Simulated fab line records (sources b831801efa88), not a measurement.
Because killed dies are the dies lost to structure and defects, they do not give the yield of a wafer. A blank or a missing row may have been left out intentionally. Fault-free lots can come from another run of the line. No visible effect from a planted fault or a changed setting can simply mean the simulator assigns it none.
Matching of chambers    flow sky130    4 sister chambers for SKY_LI_CONTACT_CMP_24 on cmp-01
The step polishes, stops on PSG, t overpolish 20 s, target thk 0 nm. 15 wafers are shown with their chamber, then 7 later ones without.

EACH WAFER AND ITS CHAMBER
wafer   chamber  motor_current_A (A)  platen_rpm (rpm)  time_to_endpoint_s (s)
L328.1  0        8.9                  59.98             97
L328.4  1        11.8                 60.01             100
L328.6  1        12.1                 60.05             103
L331.1  3        9.3                  59.98             107
L331.2  0        9.2                  59.98             107
L331.3  1        12.3                 59.97             101
L333.6  1        12.3                 60.05             112
L335.2  0        9.4                  60.01             93
L335.3  2        12.0                 59.96             94
L335.6  1        11.9                 59.98             96
L338.2  2        12.3                 59.96             97
L338.3  1        12.0                 59.99             99
L338.6  3        9.2                  60.00             104
L340.1  3        9.0                  60.02             101
L340.2  0        9.2                  60.03             96

SIGNATURES (averages over the wafers above)
reading             chamber 0  chamber 1  chamber 2  chamber 3  scatter within a chamber
motor_current_A     9.175      12.067     12.150     9.167      0.198
platen_rpm          60.0000    60.0083    59.9600    60.0000    0.0281
time_to_endpoint_s  98.25      101.83     95.50      104.00     5.08
Rule: for a wafer and a chamber, the distance is found by dividing, reading by reading, the gap between the wafer's reading and the chamber's mean by the reading's scatter, squaring, summing and taking the root. The wafer belongs to the nearest chamber; if the next one is less than 2 further off, it can't be placed. How the scatter is found: for the shown wafers, subtract from each reading the mean of its chamber, square and add these, divide the total by (wafers less chambers), then take the root.

WAFERS WHOSE CHAMBER IS MISSING
wafer   motor_current_A (A)  platen_rpm (rpm)  time_to_endpoint_s (s)
L340.3  11.9                 59.96             100
L345.1  9.5                  60.01             99
L345.5  9.4                  60.00             97
L345.6  11.8                 59.95             97
L348.4  9.4                  60.07             97
L348.5  12.6                 59.92             101
L348.6  11.7                 60.00             96

WHICH CHAMBER EACH ONE RAN IN
wafer   from the rows above      in truth
L340.3  can't be placed: 2 or 1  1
L345.1  can't be placed: 0 or 3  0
L345.5  can't be placed: 0 or 3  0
L345.6  can't be placed: 2 or 1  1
L348.4  can't be placed: 0 or 3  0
L348.5  can't be placed: 2 or 1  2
L348.6  can't be placed: 1 or 2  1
Correctly placed: 0 of 7. Not placeable from these rows: 7 (in 7, the candidates include the true chamber). Number placed wrongly: 0.
